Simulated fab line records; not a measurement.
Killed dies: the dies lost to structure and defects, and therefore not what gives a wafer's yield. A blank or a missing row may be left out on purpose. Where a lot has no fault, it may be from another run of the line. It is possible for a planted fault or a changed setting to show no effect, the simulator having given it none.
Shared-tool check | flow gf180mcu | 42 wafers sampled across 14 lots

## THE REASON FOR OPENING IT
At GF_VT_IMPLANT_RS_MEAS_49 the reading MVPSD_RS is flagged on 2 of 14 lots. Fault-free wafers read 1166.4 ohm/sq, with a standard deviation of 2.7.
Rule: a lot is flagged when every wafer of it that has a number lies more than 4 standard deviations from that mean, or none has a number. All remaining lots are regarded as sound.

lot  | measured     | on            | MVPSD_RS (ohm/sq), wafer by wafer | flag
L253 | day 7 14:22  | film metro-03 | 1165.3 1163.7 1165.7              |
L254 | day 7 20:07  | film metro-01 | 1167.4 1170.4 1164.7              |
L257 | day 8 13:52  | film metro-03 | 1167.7 1168.4 1168.1              |
L258 | day 8 20:55  | film metro-01 | 1164.5 1164.0 1166.5              |
L262 | day 10 05:46 | film metro-01 | 1167.0 1162.7 1164.2              |
L263 | day 10 18:53 | film metro-02 | 1183.9 1184.2 1183.1              | FLAGGED
L264 | day 10 22:20 | film metro-01 | 1186.9 1184.6 1186.8              | FLAGGED
L267 | day 11 12:50 | film metro-02 | 1167.9 1170.4 1171.7              |
L268 | day 11 20:59 | film metro-01 | 1164.4 1166.1 1165.6              |
L270 | day 12 10:56 | film metro-02 | 1165.2 1164.8 1166.5              |
L271 | day 12 15:17 | film metro-03 | 1172.2 1169.5 1170.6              |
L272 | day 12 22:07 | film metro-02 | 1165.2 1167.2 1165.9              |
L274 | day 13 10:10 | film metro-01 | 1167.5 1166.4 1169.1              |
L276 | day 14 03:43 | film metro-03 | 1162.8 1165.5 1167.1              |
The mean of the flagged lots' numbers is 1184.9 ohm/sq, +18.5 ohm/sq from the usual (+7 standard deviations).

## WHICH TOOL EACH LOT WENT THROUGH
The record holds 1 process step before the reading, out of a route of 602 steps. Each cell gives the tool, then ch followed by the chambers the sampled wafers passed through, then the start.
lot  | flag    | GF_MVPSD_IMPLANT_09
L253 |         | implanter-04 ch 0, day 5 01:25
L254 |         | implanter-01 ch 0, day 5 06:45
L257 |         | implanter-01 ch 0, day 5 22:28
L258 |         | implanter-04 ch 0, day 6 04:11
L262 |         | implanter-01 ch 0, day 7 09:40
L263 | FLAGGED | implanter-03 ch 0, day 7 20:38
L264 | FLAGGED | implanter-03 ch 0, day 7 23:09
L267 |         | implanter-04 ch 0, day 8 12:01
L268 |         | implanter-01 ch 0, day 8 19:17
L270 |         | implanter-04 ch 0, day 9 08:20
L271 |         | implanter-04 ch 0, day 9 12:15
L272 |         | implanter-04 ch 0, day 9 18:33
L274 |         | implanter-01 ch 0, day 10 05:51
L276 |         | implanter-04 ch 0, day 10 20:08
What the steps here do:
- GF_MVPSD_IMPLANT_09
- GF_VT_IMPLANT_RS_MEAS_49: measures by four-point-probe.

## FLAGGED OVER TOTAL, TOOL BY TOOL (the gauges that took the reading come last)
step                     | tool          | lots run | flagged | share of the flagged lots | sound lots run after its first flagged lot
GF_MVPSD_IMPLANT_09      | implanter-01  | 5        | 0       | none                      | -
GF_MVPSD_IMPLANT_09      | implanter-03  | 2        | 2       | all                       | 0
GF_MVPSD_IMPLANT_09      | implanter-04  | 7        | 0       | none                      | -
GF_VT_IMPLANT_RS_MEAS_49 | film metro-01 | 6        | 1       | some                      | 2 (L268,L274)
GF_VT_IMPLANT_RS_MEAS_49 | film metro-02 | 4        | 1       | some                      | 3 (L267,L270,L272)
GF_VT_IMPLANT_RS_MEAS_49 | film metro-03 | 4        | 0       | none                      | -

## THE TABLE: WHAT IT ALLOWS
1 row of the table ran every flagged lot: implanter-03 at GF_MVPSD_IMPLANT_09.
- implanter-03 at GF_MVPSD_IMPLANT_09: 2 of its 2 lots flagged. In this sample it ran no sound lot ahead of its first flagged lot, so there is no way to narrow down the start. Its own readings (dose ions cm2) fall more than 4 standard deviations out on all wafers of the flagged lots.
What remains is a single tool, implanter-03 at GF_MVPSD_IMPLANT_09.

## WHAT HAD BEEN PUT IN BY THE SIMULATOR
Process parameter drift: implanter-03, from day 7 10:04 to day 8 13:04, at GF_MVPSD_IMPLANT_09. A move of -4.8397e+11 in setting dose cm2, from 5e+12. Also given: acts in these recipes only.
Shown lots that were struck: L263, L264. The rule given above showed the same thing.
